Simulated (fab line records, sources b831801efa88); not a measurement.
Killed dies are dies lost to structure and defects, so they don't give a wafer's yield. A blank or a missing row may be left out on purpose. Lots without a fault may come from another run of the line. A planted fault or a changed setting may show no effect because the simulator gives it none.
fab line records | flow gf180mcu
record lots=5 wafers=15 last_day=33
route steps=602 shown NSD@243 PSD@248 SAB@264 SALICIDE@278
lots that met no fault: from a run of the same line without faults
start_h: hours from the record's first day to the start of the lot's first wafer shown | wait_h: hours since the lot's step before | " the same as in the row above | L1.1+2: a row that stands for several wafers | - no value, or no start given | * or withheld: withheld | < > ~ a bound
route shown NAME@n: a module of which the file shows steps, and the number in the route of the first | usual: mean/standard deviation of fault-free wafers | same: alike in all rows | chamber/n: place in a boat | sites: the reading at each site | _std_site: their standard deviation | _edge_site: outer sites' mean less inner sites' | radius_mm: how far each site lies from the wafer's centre | mask NAME#n: copy n | behind: the tool/chamber that last shaped the wafer | hold: why the lot was held/for how many hours/how that ended | device: the transistor (n, p or np) that didn't switch | end of line: the same wafers' tests at the end of the route | a step without rows: its recipe alone | killed: dies lost to structure and defects at the first sort, not the wafer's yield | map: a wafer's dies, x killed, . not, _ none there
set.NAME: the setting as run; set.NAME@STEP: as run at that earlier step | model.NAME: the simulator's own value behind a step, which no gauge read
lots at some steps of the route; a table a step, a row a wafer
services: from which hour (start_h, from the record's first day; less than 0 if before it) a tool's chamber was out of use, for how many hours, and why
## steps
# step GF_NSD_OVL_MEAS_08
# usual NSD_OVL=-0.1/1.4
# columns lot.wafer tool chamber start_h wait_h NSD_OVL[nm]
L074.1 overlay-01 - 295.84 0.1 1.3
L074.2 " - " " 0.6
L074.6 " - " " 0.2
L080.1 overlay-01 - 343.57 0.1 0.2
L080.2 " - " " 1.2
L080.4 " - " " -0.3
L084.1 overlay-02 - 385.49 0.1 -2.5
L084.3 " - " " -1.5
L084.4 " - " " -1.6
L093.1 overlay-02 - 448.94 0.1 -0.5
L093.3 " - " " -2.5
L093.6 " - " " -1.2
L094.1 overlay-02 - 458.07 0.1 0.5
L094.5 " - " " 1.3
L094.6 " - " " 0.2
# step GF_NSD_IMPLANT_09
# recipe species=As energy_kev=60 dose_cm2=4e+15 tilt_deg=7
# columns lot.wafer tool chamber start_h wait_h
L074.1+2+6 implanter-04 0 295.88 0.0
L080.1+2+4 implanter-01 0 343.61 0.0
L084.1+3+4 implanter-04 0 385.53 0.0
L093.1+3+6 implanter-04 0 448.98 0.0
L094.1+5+6 implanter-02 0 458.11 0.0
# step GF_NSD_IMPLANT_10
# recipe species=P energy_kev=40 dose_cm2=5e+14 tilt_deg=7
# columns lot.wafer tool chamber start_h wait_h
L074.1+2+6 implanter-04 0 296.03 0.1
L080.1+2+4 implanter-01 0 343.76 0.1
L084.1+3+4 implanter-04 0 385.68 0.1
L093.1+3+6 implanter-04 0 449.13 0.1
L094.1+5+6 implanter-02 0 458.26 0.1
# step GF_NSD_STRIP_11
# recipe chemistry=O2/N2 power_w=1400 pressure_mtorr=1500 platen_temp_c=250 o2_flow_sccm=3000 n2_flow_sccm=300 overash_fraction=0.5
# usual drypump_motor_current_A=5.9/0.35 heater_power_w=338/33 oes_product_au=0.486/0.0045 strip_time_to_endpoint_s=22.97/0.035
# columns lot.wafer tool chamber start_h wait_h drypump_motor_current_A heater_power_w oes_product_au rf_hours_counter_h strip_time_to_endpoint_s
L074.1 plasma_asher-04 0 296.18 0.1 6.5 315 0.482 51 23.03
L074.2 " 1 " " 5.3 288 0.484 51 23.01
L074.6 " 0 " " 6.5 308 0.486 - 22.96
L080.1 plasma_asher-01 0 343.91 0.1 6.1 350 0.489 68 22.90
L080.2 " 1 " " 5.8 389 0.486 68 22.93
L080.4 " 0 " " 6.1 344 0.487 - 22.91
L084.1 plasma_asher-01 0 385.83 0.1 6.1 349 0.483 72 22.99
L084.3 " 1 " " 5.8 380 0.497 - 22.98
L084.4 " 0 " " 6.1 349 0.485 - 22.98
L093.1 plasma_asher-01 0 449.28 0.1 6.1 351 0.487 2 22.99
L093.3 " 1 " " 5.8 394 0.486 - 23.02
L093.6 " 1 " " 5.8 406 0.484 - 23.01
L094.1 plasma_asher-01 1 458.41 0.1 5.8 411 0.486 3 22.96
L094.5 " 0 " " 6.1 354 0.492 - 22.95
L094.6 " 1 " " 5.8 410 0.476 - 22.94
# step GF_NSD_TW_MEAS_12
# usual NSD_TW=4269/31
# columns lot.wafer tool chamber start_h wait_h NSD_TW
L074.1 film_metro-04 - 296.28 0.1 4312
L074.2 " - " " 4257
L074.6 " - " " 4282
L080.1 film_metro-02 - 344.01 0.1 4230
L080.2 " - " " 4247
L080.4 " - " " 4243
L084.1 film_metro-04 - 385.93 0.1 4272
L084.3 " - " " 4264
L084.4 " - " " 4247
L093.1 film_metro-04 - 449.38 0.1 4284
L093.3 " - " " 4313
L093.6 " - " " 4288
L094.1 film_metro-04 - 458.51 0.1 4298
L094.5 " - " " 4305
L094.6 " - " " 4264
# step GF_PSD_DEHYDRATE_00
# recipe temp_c=200 time_s=60
# usual heater_power_total_W=160.37/0.13
# columns lot.wafer tool chamber start_h wait_h heater_power_total_W
L074.1 litho_track-03 0 306.11 9.8 160.51
L074.2 " 0 " " 160.53
L074.6 " 0 " " 160.36
L080.1 litho_track-01 0 355.22 11.2 160.52
L080.2 " 0 " " 160.54
L080.4 " 0 " " 160.52
L084.1 litho_track-03 0 396.46 10.5 160.32
L084.3 " 0 " " 160.51
L084.4 " 0 " " 160.58
L093.1 litho_track-01 0 461.82 12.4 160.21
L093.3 " 0 " " 160.24
L093.6 " 0 " " 160.24
L094.1 litho_track-02 0 469.62 11.1 160.39
L094.5 " 0 " " 160.21
L094.6 " 0 " " 160.18
# step GF_PSD_HMDS_01
# recipe prime_time_s=60 prime_temp_c=120
# same prime_time_s=60
# columns lot.wafer tool chamber start_h wait_h
L074.1+2+6 litho_track-03 0 306.26 0.1
L080.1+2+4 litho_track-01 0 355.37 0.1
L084.1+3+4 litho_track-03 0 396.61 0.1
L093.1+3+6 litho_track-01 0 461.97 0.1
L094.1+5+6 litho_track-02 0 469.77 0.1
# step GF_PSD_COAT_02
# recipe resist=NOVOLAK spin_rpm=3000 resist_thk_nm=1000
# columns lot.wafer tool chamber start_h wait_h
L074.1+2+6 litho_track-03 0 306.41 0.1
L080.1+2+4 litho_track-01 0 355.52 0.1
L084.1+3+4 litho_track-03 0 396.76 0.1
L093.1+3+6 litho_track-01 0 462.12 0.1
L094.1+5+6 litho_track-02 0 469.92 0.1
# step GF_PSD_SOFTBAKE_03
# recipe temp_c=90 time_s=60 resist=NOVOLAK
# usual heater_power_total_W=56.60/0.044
# columns lot.wafer tool chamber start_h wait_h heater_power_total_W
L074.1 litho_track-03 0 306.56 0.1 56.59
L074.2 " 0 " " 56.55
L074.6 " 0 " " 56.59
L080.1 litho_track-01 0 355.67 0.1 56.61
L080.2 " 0 " " 56.54
L080.4 " 0 " " 56.65
L084.1 litho_track-03 0 396.91 0.1 56.46
L084.3 " 0 " " 56.63
L084.4 " 0 " " 56.52
L093.1 litho_track-01 0 462.27 0.1 56.68
L093.3 " 0 " " 56.62
L093.6 " 0 " " 56.64
L094.1 litho_track-02 0 470.07 0.1 56.58
L094.5 " 0 " " 56.70
L094.6 " 0 " " 56.61
# step GF_PSD_EXPOSE_04
# recipe mask_id=Pplus target_cd_nm=400 na=0.6 source_shape=conventional sigma_outer=0.6 dose_mj=140
# usual stage_vel_mm_s=500.02/0.24
# same na=0.6
# columns lot.wafer tool chamber start_h wait_h mask stage_vel_mm_s
L074.1 iline_stepper-02 0 - - Pplus#0 500.20
L074.2 " 0 " " Pplus#0 500.24
L074.6 " 0 " " Pplus#0 499.99
L080.1 iline_stepper-01 0 - - Pplus#0 499.89
L080.2 " 0 " " Pplus#0 500.04
L080.4 " 0 " " Pplus#0 500.14
L084.1 iline_stepper-02 0 - - Pplus#0 499.63
L084.3 " 0 " " Pplus#0 500.05
L084.4 " 0 " " Pplus#0 499.99
L093.1 iline_stepper-02 0 - - Pplus#0 500.18
L093.3 " 0 " " Pplus#0 499.98
L093.6 " 0 " " Pplus#0 500.02
L094.1 iline_stepper-01 0 - - Pplus#0 500.33
L094.5 " 0 " " Pplus#0 499.97
L094.6 " 0 " " Pplus#0 499.98
# step GF_PSD_PEB_05
# recipe temp_c=withheld time_s=* resist=NOVOLAK
# columns lot.wafer tool chamber start_h wait_h
L074.1+2+6 litho_track-01 0 - -
L080.1+2+4 litho_track-01 0 - -
L084.1+3+4 litho_track-03 0 - -
L093.1+3+6 litho_track-01 0 - -
L094.1+5+6 litho_track-02 0 - -
# step GF_PSD_DEVELOP_06
# recipe develop_time_s=60 dev_temp_c=23
# columns lot.wafer tool chamber start_h wait_h
L074.1+2+6 litho_track-01 0 316.57 0.1
L080.1+2+4 litho_track-01 0 365.87 0.1
L084.1+3+4 litho_track-03 0 409.21 0.1
L093.1+3+6 litho_track-01 0 473.12 0.1
L094.1+5+6 litho_track-02 0 482.77 0.1
# step GF_PSD_CD_MEAS_07
# recipe target_cd_nm=400
# usual cd_nm=400.1/2.2
# columns lot.wafer tool chamber start_h wait_h cd_nm
L074.1 cd_sem-01 - 316.72 0.1 398.8
L074.2 " - " " 400.5
L074.6 " - " " 396.5
L080.1 cd_sem-02 - 366.02 0.1 401.7
L080.2 " - " " 403.2
L080.4 " - " " 403.2
L084.1 cd_sem-01 - 409.36 0.1 398.1
L084.3 " - " " 399.4
L084.4 " - " " 398.7
L093.1 cd_sem-01 - 473.27 0.1 406.0
L093.3 " - " " 406.1
L093.6 " - " " 407.4
L094.1 cd_sem-01 - 482.92 0.1 399.6
L094.5 " - " " 399.7
L094.6 " - " " 401.4
# step GF_PSD_OVL_MEAS_08
# usual PSD_OVL=-1.2/1.2
# columns lot.wafer tool chamber start_h wait_h PSD_OVL[nm]
L074.1 overlay-01 - 316.84 0.1 -2.0
L074.2 " - " " -1.6
L074.6 " - " " -1.7
L080.1 overlay-01 - 366.14 0.1 -2.3
L080.2 " - " " -1.7
L080.4 " - " " -1.5
L084.1 overlay-01 - 409.48 0.1 -1.9
L084.3 " - " " -2.2
L084.4 " - " " -2.8
L093.1 overlay-01 - 473.39 0.1 -0.7
L093.3 " - " " 0.7
L093.6 " - " " 0.1
L094.1 overlay-01 - 483.04 0.1 0.7
L094.5 " - " " 1.5
L094.6 " - " " 0.8
# step GF_PSD_IMPLANT_09
# recipe species=BF2 energy_kev=40 dose_cm2=1.5e+15 tilt_deg=7
# columns lot.wafer tool chamber start_h wait_h
L074.1+2+6 implanter-04 0 316.88 0.0
L080.1+2+4 implanter-04 0 366.18 0.0
L084.1+3+4 implanter-01 0 409.51 0.0
L093.1+3+6 implanter-01 0 473.43 0.0
L094.1+5+6 implanter-01 0 483.07 0.0
# step GF_PSD_STRIP_10
# recipe chemistry=O2/N2 power_w=1400 pressure_mtorr=1500 platen_temp_c=250 o2_flow_sccm=3000 n2_flow_sccm=300 overash_fraction=0.5
# usual drypump_motor_current_A=6.0/0.39 heater_power_w=341/39 oes_product_au=0.592/0.0048 strip_time_to_endpoint_s=16.52/0.034
# columns lot.wafer tool chamber start_h wait_h drypump_motor_current_A heater_power_w oes_product_au rf_hours_counter_h strip_time_to_endpoint_s
L074.1 plasma_asher-01 0 317.03 0.1 6.1 358 0.592 65 16.54
L074.2 " 1 " " 5.8 376 0.586 65 16.50
L074.6 " 1 " " 5.8 384 0.588 - 16.51
L080.1 plasma_asher-03 1 366.33 0.1 6.2 384 0.591 71 16.52
L080.2 " 0 " " 6.3 325 0.595 71 16.50
L080.4 " 0 " " 6.3 322 0.581 - 16.58
L084.1 plasma_asher-04 0 409.66 0.1 6.4 322 0.587 63 16.56
L084.3 " 1 " " 5.3 286 0.595 - 16.55
L084.4 " 0 " " 6.4 316 0.597 - 16.59
L093.1 plasma_asher-03 0 473.58 0.1 6.3 327 0.592 82 16.54
L093.3 " 0 " " 6.3 328 0.588 - 16.57
L093.6 " 1 " " 6.2 390 0.599 - 16.54
L094.1 plasma_asher-04 1 483.22 0.1 5.3 279 0.590 70 16.57
L094.5 " 0 " " 6.4 309 0.588 - 16.53
L094.6 " 1 " " 5.3 287 0.589 - 16.52
# step GF_PSD_TW_MEAS_11
# usual PSD_TW=3194/22
# columns lot.wafer tool chamber start_h wait_h PSD_TW
L074.1 film_metro-04 - 317.13 0.1 3193
L074.2 " - " " 3212
L074.6 " - " " 3204
L080.1 film_metro-01 - 366.43 0.1 3193
L080.2 " - " " 3178
L080.4 " - " " 3182
L084.1 film_metro-01 - 409.76 0.1 3180
L084.3 " - " " 3172
L084.4 " - " " 3171
L093.1 film_metro-04 - 473.68 0.1 3224
L093.3 " - " " 3206
L093.6 " - " " 3212
L094.1 film_metro-04 - 483.32 0.1 3223
L094.5 " - " " 3208
L094.6 " - " " 3198
# step GF_PSD_CLEAN_12
# recipe chemistry=SC1/SC2 mix=1:4:20 temp_c=70 time_s=150 dry=n2_spin
# columns lot.wafer tool chamber start_h wait_h
L074.1+2+6 wet_bench-04 1 317.19 0.1
L080.1+2+4 wet_bench-03 1 366.49 0.1
L084.1+3+4 wet_bench-03 2 409.82 0.1
L093.1+3+6 wet_bench-04 0 473.74 0.1
L094.1+5+6 wet_bench-02 2 483.38 0.1
# step GF_PSD_RTA_13
# recipe temp_c=1025 time_s=20 ambient=N2
# usual lamp_power_pct=33.2/2.3 wafer_temp_C_max=1029.4/0.95
# columns lot.wafer tool chamber start_h wait_h lamp_power_pct wafer_temp_C_max
L074.1 rtp_anneal-01 0 317.24 0.0 30.9 1030.2
L074.2 " 0 " " 30.9 1030.1
L074.6 " 0 " " 30.9 1028.0
L080.1 rtp_anneal-01 0 366.54 0.0 31.0 1028.5
L080.2 " 0 " " 30.9 1029.1
L080.4 " 0 " " 30.9 1029.2
L084.1 rtp_anneal-02 0 409.87 0.0 35.5 1029.4
L084.3 " 0 " " 35.4 1028.9
L084.4 " 0 " " 35.5 1029.6
L093.1 rtp_anneal-01 0 473.79 0.0 30.9 1028.7
L093.3 " 0 " " 30.9 1028.4
L093.6 " 0 " " 30.9 1029.1
L094.1 rtp_anneal-02 0 483.43 0.0 35.5 1029.5
L094.5 " 0 " " 35.5 1031.0
L094.6 " 0 " " 35.5 1030.5
# step GF_PSD_RS_MEAS_14
# recipe thk_meas_gauge=four-point-probe
# usual NSD_RS=46.12/0.11
# columns lot.wafer tool chamber start_h wait_h NSD_RS[ohm/sq]
L074.1 film_metro-01 - 317.37 0.1 46.20
L074.2 " - " " 46.05
L074.6 " - " " 45.99
L080.1 film_metro-01 - 366.62 0.1 46.20
L080.2 " - " " 46.31
L080.4 " - " " 46.22
L084.1 film_metro-04 - 409.96 0.1 46.11
L084.3 " - " " 46.00
L084.4 " - " " 46.14
L093.1 film_metro-01 - 473.87 0.1 46.16
L093.3 " - " " 46.22
L093.6 " - " " 46.15
L094.1 film_metro-04 - 483.52 0.1 46.05
L094.5 " - " " 46.20
L094.6 " - " " 46.13
# step GF_PSD_RS_MEAS_15
# recipe thk_meas_gauge=four-point-probe
# usual PSD_RS=108.6/0.31
# columns lot.wafer tool chamber start_h wait_h PSD_RS[ohm/sq]
L074.1 film_metro-01 - 317.49 0.1 108.4
L074.2 " - " " 108.6
L074.6 " - " " 108.3
L080.1 film_metro-01 - 366.74 0.1 108.8
L080.2 " - " " 108.5
L080.4 " - " " 108.5
L084.1 film_metro-04 - 410.08 0.1 108.4
L084.3 " - " " 108.7
L084.4 " - " " 108.7
L093.1 film_metro-01 - 473.99 0.1 108.5
L093.3 " - " " 108.2
L093.6 " - " " 108.4
L094.1 film_metro-04 - 483.64 0.1 108.5
L094.5 " - " " 108.5
L094.6 " - " " 108.8
# step GF_SAB_CVD_00
# recipe material=SiO2 target_thk_nm=50 precursor=TEOS temp_c=400 time_s=4.9302 rf_w=600
# usual heater_power_w=678/110
# columns lot.wafer tool chamber start_h wait_h heater_power_w
L074.1 pecvd-03 0 317.61 0.1 614
L074.2 " 2 " " 578
L074.6 " 2 " " 599
L080.1 pecvd-01 2 366.86 0.1 720
L080.2 " 1 " " 768
L080.4 " 1 " " 756
L084.1 pecvd-03 2 410.20 0.1 586
L084.3 " 1 " " 732
L084.4 " 0 " " 555
L093.1 pecvd-01 2 474.11 0.1 721
L093.3 " 1 " " 747
L093.6 " 0 " " 620
L094.1 pecvd-01 2 483.76 0.1 659
L094.5 " 0 " " 636
L094.6 " 1 " " 748
# step GF_SAB_THK_MEAS_01
# recipe reads=SiO2_of_SAB_CVD_00
# usual SAB_CVD_00_THK=50.5/0.82
# columns lot.wafer tool chamber start_h wait_h SAB_CVD_00_THK[nm]
L074.1 film_metro-01 - 317.63 0.0 50.5
L074.2 " - " " 50.4
L074.6 " - " " 51.5
L080.1 film_metro-03 - 366.88 0.0 49.6
L080.2 " - " " 49.4
L080.4 " - " " 49.9
L084.1 film_metro-02 - 410.24 0.0 50.7
L084.3 " - " " 51.8
L084.4 " - " " 51.8
L093.1 film_metro-01 - 474.13 0.0 49.8
L093.3 " - " " 49.8
L093.6 " - " " 50.4
L094.1 film_metro-03 - 483.82 0.1 49.6
L094.5 " - " " 51.9
L094.6 " - " " 49.9
# step GF_SAB_DEHYDRATE_02
# recipe temp_c=200 time_s=60
# usual heater_power_total_W=160.40/0.12
# columns lot.wafer tool chamber start_h wait_h heater_power_total_W
L074.1 litho_track-01 0 327.82 10.2 160.54
L074.2 " 0 " " 160.33
L074.6 " 0 " " 160.48
L080.1 litho_track-01 0 378.07 11.2 160.26
L080.2 " 0 " " 160.18
L080.4 " 0 " " 160.34
L084.1 litho_track-01 0 420.47 10.2 160.42
L084.3 " 0 " " 160.22
L084.4 " 0 " " 160.45
L093.1 litho_track-02 0 486.27 12.1 160.27
L093.3 " 0 " " 160.32
L093.6 " 0 " " 160.22
L094.1 litho_track-01 0 494.22 10.4 160.22
L094.5 " 0 " " 160.29
L094.6 " 0 " " 160.35
# step GF_SAB_HMDS_03
# recipe prime_time_s=60 prime_temp_c=120
# same prime_time_s=60
# columns lot.wafer tool chamber start_h wait_h
L074.1+2+6 litho_track-01 0 327.97 0.1
L080.1+2+4 litho_track-01 0 378.22 0.1
L084.1+3+4 litho_track-01 0 420.62 0.1
L093.1+3+6 litho_track-02 0 486.42 0.1
L094.1+5+6 litho_track-01 0 494.37 0.1
# step GF_SAB_COAT_04
# recipe resist=NOVOLAK spin_rpm=3000 resist_thk_nm=1000
# columns lot.wafer tool chamber start_h wait_h
L074.1+2+6 litho_track-01 0 328.12 0.1
L080.1+2+4 litho_track-01 0 378.37 0.1
L084.1+3+4 litho_track-01 0 420.77 0.1
L093.1+3+6 litho_track-02 0 486.57 0.1
L094.1+5+6 litho_track-01 0 494.52 0.1
# step GF_SAB_SOFTBAKE_05
# recipe temp_c=90 time_s=60 resist=NOVOLAK
# usual heater_power_total_W=56.59/0.046
# columns lot.wafer tool chamber start_h wait_h heater_power_total_W
L074.1 litho_track-01 0 328.27 0.1 56.56
L074.2 " 0 " " 56.61
L074.6 " 0 " " 56.59
L080.1 litho_track-01 0 378.52 0.1 56.62
L080.2 " 0 " " 56.57
L080.4 " 0 " " 56.56
L084.1 litho_track-01 0 420.92 0.1 56.66
L084.3 " 0 " " 56.56
L084.4 " 0 " " 56.52
L093.1 litho_track-02 0 486.72 0.1 56.62
L093.3 " 0 " " 56.63
L093.6 " 0 " " 56.64
L094.1 litho_track-01 0 494.67 0.1 56.59
L094.5 " 0 " " 56.54
L094.6 " 0 " " 56.52
# step GF_SAB_EXPOSE_06
# recipe mask_id=SAB target_cd_nm=420 na=0.6 source_shape=conventional sigma_outer=0.6 dose_mj=140
# usual stage_vel_mm_s=499.98/0.23
# same na=0.6
# columns lot.wafer tool chamber start_h wait_h mask stage_vel_mm_s
L074.1 iline_stepper-01 0 - - SAB#0 500.11
L074.2 " 0 " " SAB#0 499.84
L074.6 " 0 " " SAB#0 499.93
L080.1 iline_stepper-02 0 - - SAB#0 499.96
L080.2 " 0 " " SAB#0 499.98
L080.4 " 0 " " SAB#0 499.83
L084.1 iline_stepper-02 0 - - SAB#0 500.02
L084.3 " 0 " " SAB#0 500.33
L084.4 " 0 " " SAB#0 500.02
L093.1 iline_stepper-02 0 - - SAB#0 499.81
L093.3 " 0 " " SAB#0 500.00
L093.6 " 0 " " SAB#0 499.99
L094.1 iline_stepper-02 0 - - SAB#0 499.99
L094.5 " 0 " " SAB#0 500.02
L094.6 " 0 " " SAB#0 500.38
# step GF_SAB_PEB_07
# recipe temp_c=withheld time_s=* resist=NOVOLAK
# columns lot.wafer tool chamber start_h wait_h
L074.1+2+6 litho_track-02 0 - -
L080.1+2+4 litho_track-02 0 - -
L084.1+3+4 litho_track-02 0 - -
L093.1+3+6 litho_track-04 0 - -
L094.1+5+6 litho_track-02 0 - -
# step GF_SAB_DEVELOP_08
# recipe develop_time_s=60 dev_temp_c=23
# columns lot.wafer tool chamber start_h wait_h
L074.1+2+6 litho_track-02 0 338.42 0.1
L080.1+2+4 litho_track-02 0 389.12 0.1
L084.1+3+4 litho_track-02 0 433.32 0.1
L093.1+3+6 litho_track-04 0 497.50 0.1
L094.1+5+6 litho_track-02 0 506.92 0.1
# step GF_SAB_CD_MEAS_09
# recipe target_cd_nm=420
# usual cd_nm=420.0/1.9
# columns lot.wafer tool chamber start_h wait_h cd_nm
L074.1 cd_sem-02 - 338.57 0.1 421.0
L074.2 " - " " 422.6
L074.6 " - " " 421.2
L080.1 cd_sem-02 - 389.27 0.1 420.3
L080.2 " - " " 421.1
L080.4 " - " " 419.6
L084.1 cd_sem-01 - 433.47 0.1 421.1
L084.3 " - " " 419.1
L084.4 " - " " 418.0
L093.1 cd_sem-02 - 497.65 0.1 421.3
L093.3 " - " " 421.0
L093.6 " - " " 420.8
L094.1 cd_sem-02 - 507.07 0.1 415.3
L094.5 " - " " 416.5
L094.6 " - " " 416.0
# step GF_SAB_OVL_MEAS_10
# usual SAB_OVL=0.6/1.5
# columns lot.wafer tool chamber start_h wait_h SAB_OVL[nm]
L074.1 overlay-02 - 338.69 0.1 -1.1
L074.2 " - " " 0.5
L074.6 " - " " 0.3
L080.1 overlay-02 - 389.39 0.1 -0.4
L080.2 " - " " 0.9
L080.4 " - " " 0.4
L084.1 overlay-01 - 433.59 0.1 -1.3
L084.3 " - " " 1.1
L084.4 " - " " 0.8
L093.1 overlay-01 - 497.77 0.1 1.2
L093.3 " - " " -1.5
L093.6 " - " " 0.3
L094.1 overlay-01 - 507.19 0.1 -0.1
L094.5 " - " " 1.2
L094.6 " - " " 1.7
# step GF_SAB_ETCH_11
# recipe chemistry=C4F8/O2/Ar mask_material=NOVOLAK target=SiO2 target_depth_nm=55 source_w=1500 bias_w=1200 pressure_mtorr=40 c4f8_flow_sccm=withheld O2_flow_sccm=6 Ar_flow_sccm=300 time_s=8.5
# usual oes_product_au=1.004/0.017
# columns lot.wafer tool chamber start_h wait_h oes_product_au rf_hours_counter_h
L074.1 rie_diel-03 0 338.73 0.0 1.011 1
L074.2 " 1 " " 1.013 9
L074.6 " 3 " " 1.005 -
L080.1 rie_diel-03 1 389.42 0.0 1.010 10
L080.2 " 0 " " 1.003 2
L080.4 " 2 " " 0.971 4
L084.1 rie_diel-02 0 433.62 0.0 1.015 33
L084.3 " 3 " " 1.016 88
L084.4 " 1 " " 0.989 41
L093.1 rie_diel-04 3 497.81 0.0 1.004 18
L093.3 " 2 " " 1.019 4
L093.6 " 2 " " 1.002 -
L094.1 rie_diel-03 0 507.22 0.0 1.009 5
L094.5 " 2 " " 0.975 -
L094.6 " 1 " " 1.018 -
# step GF_SAB_WET_ETCH_12
# recipe chemistry=dHF target_depth_nm=22 dry=n2_spin target=SiO2 temp_c=25 dilution=100:1 time_s=440
# columns lot.wafer tool chamber start_h wait_h
L074.1+2+6 wet_bench-04 3 338.75 0.0
L080.1+2+4 wet_bench-01 0 389.45 0.0
L084.1+3+4 wet_bench-04 0 433.65 0.0
L093.1+3+6 wet_bench-02 3 497.83 0.0
L094.1+5+6 wet_bench-02 1 507.24 0.0
# step GF_SAB_STRIP_13
# recipe chemistry=O2/N2 power_w=1400 pressure_mtorr=1500 platen_temp_c=250 o2_flow_sccm=3000 n2_flow_sccm=300 overash_fraction=0.5
# usual drypump_motor_current_A=6.10/0.19 heater_power_w=352/27 oes_product_au=0.710/0.0048 strip_time_to_endpoint_s=12.59/0.034
# columns lot.wafer tool chamber start_h wait_h drypump_motor_current_A heater_power_w oes_product_au rf_hours_counter_h strip_time_to_endpoint_s
L074.1 plasma_asher-03 1 338.88 0.0 6.13 386 0.707 68 12.59
L074.2 " 0 " " 6.33 325 0.705 68 12.57
L074.6 " 0 " " 6.34 332 0.712 - 12.60
L080.1 plasma_asher-03 1 389.58 0.0 6.13 388 0.712 73 12.57
L080.2 " 0 " " 6.33 332 0.707 73 12.61
L080.4 " 0 " " 6.30 327 0.711 - 12.62
L084.1 plasma_asher-02 1 433.78 0.0 5.79 322 0.707 35 12.65
L084.3 " 1 " " 5.84 318 0.710 - 12.60
L084.4 " 0 " " 6.10 334 0.712 - 12.60
L093.1 plasma_asher-01 1 497.96 0.0 5.77 395 0.710 7 12.63
L093.3 " 0 " " 6.11 350 0.720 - 12.63
L093.6 " 0 " " 6.16 351 0.714 - 12.65
L094.1 plasma_asher-03 1 507.37 0.0 6.16 391 0.711 85 12.53
L094.5 " 0 " " 6.34 319 0.701 - 12.55
L094.6 " 1 " " 6.15 374 0.708 - 12.54
# step GF_SALICIDE_CLEAN_00
# recipe chemistry=SC1/SC2 mix=1:4:20 temp_c=70 time_s=150
# columns lot.wafer tool chamber start_h wait_h
L074.1+2+6 wet_bench-01 1 338.98 0.1
L080.1+2+4 wet_bench-03 0 389.68 0.1
L084.1+3+4 wet_bench-03 0 433.88 0.1
L093.1+3+6 wet_bench-03 2 498.06 0.1
L094.1+5+6 wet_bench-03 3 507.47 0.1
# step GF_SALICIDE_WET_ETCH_01
# recipe chemistry=dHF target_depth_nm=5 dry=ipa_marangoni target=SiO2 temp_c=25 dilution=100:1 time_s=100
# columns lot.wafer tool chamber start_h wait_h
L074.1+2+6 wet_bench-04 2 339.03 0.0
L080.1+2+4 wet_bench-01 3 389.73 0.0
L084.1+3+4 wet_bench-01 0 433.93 0.0
L093.1+3+6 wet_bench-04 2 498.11 0.0
L094.1+5+6 wet_bench-01 2 507.53 0.0
# step GF_SALICIDE_SPUTTER_02
# recipe material=Co target_thk_nm=10 power_w=1000 time_s=20 chamber_pressure_pa=0.4
# usual chamber_pressure_pa=0.4000/0.00084 throttle_valve_pct=30.3/1.1
# columns lot.wafer tool chamber start_h wait_h chamber_pressure_pa throttle_valve_pct
L074.1 pvd_sputter-03 - 339.06 0.0 0.4009 30.3
L074.2 " - " " 0.3999 31.5
L074.6 " - " " 0.4001 30.2
L080.1 pvd_sputter-03 - 389.76 0.0 0.4004 29.4
L080.2 " - " " 0.4006 31.6
L080.4 " - " " 0.3980 30.1
L084.1 pvd_sputter-03 - 433.97 0.0 0.4001 29.5
L084.3 " - " " 0.4003 30.0
L084.4 " - " " 0.4003 31.5
L093.1 pvd_sputter-02 - 498.15 0.0 0.4004 27.6
L093.3 " - " " 0.4005 30.9
L093.6 " - " " 0.4004 30.7
L094.1 pvd_sputter-03 - 507.57 0.0 0.4008 31.5
L094.5 " - " " 0.4014 31.3
L094.6 " - " " 0.4010 30.4
# step GF_SALICIDE_SPUTTER_03
# recipe material=TiN target_thk_nm=20 power_w=6500 time_s=16.7 chamber_pressure_pa=0.4
# usual chamber_pressure_pa=0.4000/0.00086 throttle_valve_pct=30.3/1.1
# columns lot.wafer tool chamber start_h wait_h chamber_pressure_pa throttle_valve_pct
L074.1 pvd_sputter-03 - 339.09 0.0 0.4000 30.3
L074.2 " - " " 0.3997 31.5
L074.6 " - " " 0.3994 30.4
L080.1 pvd_sputter-03 - 389.79 0.0 0.4000 29.4
L080.2 " - " " 0.3991 31.7
L080.4 " - " " 0.4014 30.4
L084.1 pvd_sputter-03 - 434.00 0.0 0.4007 29.4
L084.3 " - " " 0.3998 30.0
L084.4 " - " " 0.3999 31.4
L093.1 pvd_sputter-02 - 498.17 0.0 0.4008 27.5
L093.3 " - " " 0.3998 30.8
L093.6 " - " " 0.3994 30.8
L094.1 pvd_sputter-03 - 507.60 0.0 0.4017 31.8
L094.5 " - " " 0.4012 31.3
L094.6 " - " " 0.4004 30.4
# step GF_SALICIDE_RS_MEAS_04
# recipe thk_meas_gauge=four-point-probe reads=TiN_of_SALICIDE_SPUTTER_03+Co_of_SALICIDE_SPUTTER_02
# usual SALICIDE_TIN_RS=16.2/0.41
# columns lot.wafer tool chamber start_h wait_h SALICIDE_TIN_RS[ohm/sq]
L074.1 film_metro-01 - 339.12 0.0 15.8
L074.2 " - " " 16.3
L074.6 " - " " 15.8
L080.1 film_metro-03 - 389.82 0.0 16.5
L080.2 " - " " 15.8
L080.4 " - " " 15.9
L084.1 film_metro-01 - 434.03 0.0 16.7
L084.3 " - " " 16.6
L084.4 " - " " 16.4
L093.1 film_metro-01 - 498.20 0.0 15.6
L093.3 " - " " 16.1
L093.6 " - " " 16.2
L094.1 film_metro-01 - 507.62 0.0 16.2
L094.5 " - " " 16.3
L094.6 " - " " 15.8
## services
# columns tool chamber start_h hours kind
plasma_asher-01 - 281.70 28.1 pm
pvd_sputter-03 - 289.13 4.4 repair
iline_stepper-01 - 296.35 1.7 pm
implanter-01 - 298.41 2.9 repair
implanter-01 - 299.16 3.2 repair
wet_bench-03 - 305.43 39.3 repair
iline_stepper-02 - 324.52 1.7 pm
rie_diel-03 3 334.51 3.9 repair
iline_stepper-02 - 340.63 3.5 repair
implanter-01 - 349.59 3.8 repair
rie_diel-03 0 351.18 5.0 repair
implanter-01 - 374.43 4.3 pm
iline_stepper-02 - 385.48 2.2 repair
pvd_sputter-03 - 390.59 1.4 repair
pecvd-01 - 393.22 1.3 repair
implanter-04 - 403.95 21.1 repair
plasma_asher-01 - 406.16 1.8 repair
implanter-04 - 414.68 0.8 repair
plasma_asher-01 - 421.25 9.0 pm
plasma_asher-04 - 429.04 2.0 repair
rie_diel-03 2 432.39 1.5 repair
wet_bench-03 - 453.32 4.9 repair
wet_bench-03 - 473.30 1.5 repair
implanter-04 - 495.78 4.2 repair
## key
fault none
